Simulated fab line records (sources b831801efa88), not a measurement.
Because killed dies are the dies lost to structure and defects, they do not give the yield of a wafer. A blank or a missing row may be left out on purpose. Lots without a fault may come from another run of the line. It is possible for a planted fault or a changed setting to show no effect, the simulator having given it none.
Which tool did it? | flow sky130 | 36 wafers from 12 lots sampled at 3 of the route's 708 steps

WHAT THE GAUGES SHOWED, per wafer
SKY_CONTACT_OVL_MEAS_15.
lot  | measured     | on         | CONTACT_OVL (nm)
L380 | day 31 12:56 | overlay-02 | 3 -6 -2
L381 | day 31 17:29 | overlay-01 | -3 3 7
L382 | day 32 05:00 | overlay-01 | 16 6 6
L383 | day 32 20:56 | overlay-01 | 0 -3 -4
L384 | day 33 03:14 | overlay-02 | -1 5 2
L385 | day 33 10:10 | overlay-02 | -4 -5 -7
L394 | day 36 00:13 | overlay-02 | -2 -1 4
L395 | day 36 10:32 | overlay-01 | 2 1 -4
L396 | day 36 12:04 | overlay-02 | 3 -1 -3
L400 | day 37 22:23 | overlay-02 | 6 -1 1
L401 | day 38 04:46 | overlay-02 | 5 3 10
L403 | day 38 18:28 | overlay-02 | -3 0 0

SKY_CONTACT_RS_MEAS_25: the measuring method here is four-point-probe.
lot  | measured     | on            | CONTACT_W_RS (ohm/sq)
L380 | day 31 13:54 | film metro-02 | 0.348 0.347 0.345
L381 | day 31 18:26 | film metro-01 | 0.343 0.342 0.343
L382 | day 32 06:01 | film metro-02 | 0.336 0.344 0.338
L383 | day 32 22:14 | film metro-01 | 0.340 0.340 0.346
L384 | day 33 04:12 | film metro-04 | 0.342 0.333 0.335
L385 | day 33 11:09 | film metro-02 | 0.343 0.337 0.336
L394 | day 36 01:10 | film metro-02 | 0.337 0.339 0.338
L395 | day 36 11:28 | film metro-01 | 0.341 0.335 0.341
L396 | day 36 13:02 | film metro-01 | 0.342 0.343 0.342
L400 | day 37 23:25 | film metro-02 | 0.340 0.339 0.342
L401 | day 38 05:46 | film metro-02 | 0.338 0.340 0.341
L403 | day 38 19:26 | film metro-01 | 0.342 0.336 0.341

TOOL THAT RAN EACH LOT (tool first, then ch and the chambers of the sampled wafers, then the start)
lot  | SKY_CONTACT_ETCH_16
L380 | rie diel-03 ch 0,2, day 31 12:58
L381 | rie diel-01 ch 0,2, day 31 17:31
L382 | rie diel-03 ch 0,3, day 32 05:02
L383 | rie diel-01 ch 0,2, day 32 20:58
L384 | rie diel-04 ch 0,1,3, day 33 03:16
L385 | rie diel-03 ch 0,1,3, day 33 10:11
L394 | rie diel-01 ch 0,1, day 36 00:14
L395 | rie diel-01 ch 0,1,2, day 36 10:34
L396 | rie diel-03 ch 1,2, day 36 12:06
L400 | rie diel-03 ch 1,2,3, day 37 22:26
L401 | rie diel-01 ch 1,2,3, day 38 04:47
L403 | rie diel-04 ch 1,2,3, day 38 18:30
- SKY_CONTACT_ETCH_16: etches BARC in N2/H2, stops on SiO2, time 45.9 s, target depth 60 nm.

WHAT THE TOOLS THEMSELVES READ (means of the sampled wafers that have a number; where no wafer has one, the mark that the record gives instead)
SKY_CONTACT_ETCH_16.
lot  | tool        | drypump motor current A (A) | oes product au (a.u.) | throttle valve pct (%)
L380 | rie diel-03 | 5.7                         | 0.850                 | 13.219
L381 | rie diel-01 | 5.7                         | 0.856                 | 13.215
L382 | rie diel-03 | 6.0                         | 0.846                 | 13.232
L383 | rie diel-01 | 5.7                         | 0.857                 | 13.228
L384 | rie diel-04 | 5.9                         | 0.853                 | 13.220
L385 | rie diel-03 | 5.7                         | 0.857                 | 13.227
L394 | rie diel-01 | 5.8                         | 0.855                 | 13.226
L395 | rie diel-01 | 5.8                         | 0.860                 | 13.221
L396 | rie diel-03 | 4.9                         | 0.853                 | 13.223
L400 | rie diel-03 | 5.2                         | 0.858                 | 13.223
L401 | rie diel-01 | 5.8                         | 0.857                 | 13.231
L403 | rie diel-04 | 5.5                         | 0.852                 | 13.224

THE ANSWER, worked out from the rows above alone
Rule: what is usual is taken from the lots themselves. The widest of any qualifying gaps counts: lots, ordered by their means at a reading, are off when they make up no more than a third of the lots, leave a main group of 4 or more, and stand apart from it by 3 or more times the standard deviation of that group's means. A main group is skipped when, at the precision printed for the reading in the tables above, its means are all equal. Also off: a lot with no number at a reading for which 4 or more lots have one. Any other lot the step has rows for is counted as sound. After the gauges, taken in route order, come the tools' own readings; for these a lot's mean is taken, as printed above. The first step at which some lot is off is used, and at that step the reading that is off furthest; a lot without a number counts as furthest.
Across all readings shown, no lot is off: no conclusion can be drawn from this.

WHAT THE SIMULATOR HAD PUT IN
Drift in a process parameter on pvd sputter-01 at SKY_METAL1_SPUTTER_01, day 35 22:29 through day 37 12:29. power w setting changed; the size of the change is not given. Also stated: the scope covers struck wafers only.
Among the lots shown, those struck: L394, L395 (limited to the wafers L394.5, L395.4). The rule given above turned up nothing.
